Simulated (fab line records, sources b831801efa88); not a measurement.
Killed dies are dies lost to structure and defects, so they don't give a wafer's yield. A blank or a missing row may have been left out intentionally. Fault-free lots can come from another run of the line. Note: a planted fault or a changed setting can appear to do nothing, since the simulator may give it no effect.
Chamber matching | flow sky130 | SKY_VIA3_ETCH_15 on rieDiel-02: 4 sister chambers
The step etches SiO2 in C4F8/O2/Ar, stops on TiN, target depth 507 nm, time 78 s. 39 wafers are shown with their chamber, then 12 later ones without.

## EACH WAFER AND ITS CHAMBER
wafer  | chamber | oesProductAu (a.u.)
L075.2 | 2       | 0.943
L075.5 | 2       | 0.941
L075.6 | 1       | 0.946
L077.2 | 1       | 0.951
L077.3 | 0       | 0.945
L077.5 | 0       | 0.938
L079.2 | 1       | 0.944
L079.3 | 3       | 0.945
L079.4 | 2       | 0.944
L080.1 | 2       | 0.946
L080.3 | 3       | 0.941
L080.6 | 2       | 0.940
L081.1 | 2       | 0.938
L081.2 | 3       | 0.943
L081.3 | 1       | 0.939
L081.4 | 0       | 0.944
L081.5 | 0       | 0.952
L081.6 | 1       | 0.941
L084.1 | 0       | 0.948
L084.2 | 1       | 0.948
L084.3 | 2       | 0.953
L084.4 | 3       | 0.944
L084.5 | 2       | 0.944
L084.6 | 1       | 0.935
L085.1 | 0       | 0.946
L085.2 | 3       | 0.940
L085.3 | 2       | 0.947
L085.4 | 1       | 0.943
L085.5 | 2       | 0.949
L085.6 | 3       | 0.955
L086.1 | 2       | 0.943
L086.2 | 3       | 0.944
L086.3 | 1       | 0.953
L086.4 | 1       | 0.947
L086.5 | 2       | 0.947
L086.6 | 3       | 0.940
L092.1 | 2       | 0.938
L092.3 | 0       | 0.936
L092.4 | 1       | 0.946

SIGNATURES, as means of the wafers listed above
reading      | chamber 0 | chamber 1 | chamber 2 | chamber 3 | scatter within a chamber
oesProductAu | 0.94414   | 0.94482   | 0.94408   | 0.94400   | 0.00492
Rule: for a wafer and a chamber, the distance is found by dividing, reading by reading, the gap between the wafer's reading and the chamber's mean by the reading's scatter, squaring, summing and taking the root. The wafer belongs to the nearest chamber; if the next one is less than 2 further off, it can't be placed. The scatter is the square root of a quotient: the sum, over the shown wafers, of each reading's squared deviation from its chamber's mean, divided by wafers minus chambers.

## WAFERS WITHOUT THEIR CHAMBER
wafer  | oesProductAu (a.u.)
L093.1 | 0.953
L093.2 | 0.947
L093.3 | 0.938
L093.4 | 0.950
L093.5 | 0.944
L093.6 | 0.944
L095.3 | 0.951
L095.4 | 0.945
L095.5 | 0.950
L096.1 | 0.947
L096.2 | 0.947
L096.5 | 0.941

## WHICH CHAMBER EACH ONE RAN IN
wafer  | from the rows above               | in truth
L093.1 | can't be placed: 1 or 0 or 2 or 3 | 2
L093.2 | can't be placed: 1 or 0 or 2 or 3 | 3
L093.3 | can't be placed: 3 or 2 or 0 or 1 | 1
L093.4 | can't be placed: 1 or 0 or 2 or 3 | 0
L093.5 | can't be placed: 3 or 2 or 0 or 1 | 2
L093.6 | can't be placed: 3 or 2 or 0 or 1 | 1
L095.3 | can't be placed: 1 or 0 or 2 or 3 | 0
L095.4 | can't be placed: 1 or 0 or 2 or 3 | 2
L095.5 | can't be placed: 1 or 0 or 2 or 3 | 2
L096.1 | can't be placed: 1 or 0 or 2 or 3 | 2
L096.2 | can't be placed: 1 or 0 or 2 or 3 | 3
L096.5 | can't be placed: 3 or 2 or 0 or 1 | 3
Correct placement for 0 of the 12. Not placeable from these rows: 12 (in 12, the candidates include the true chamber). 0 placed wrongly.
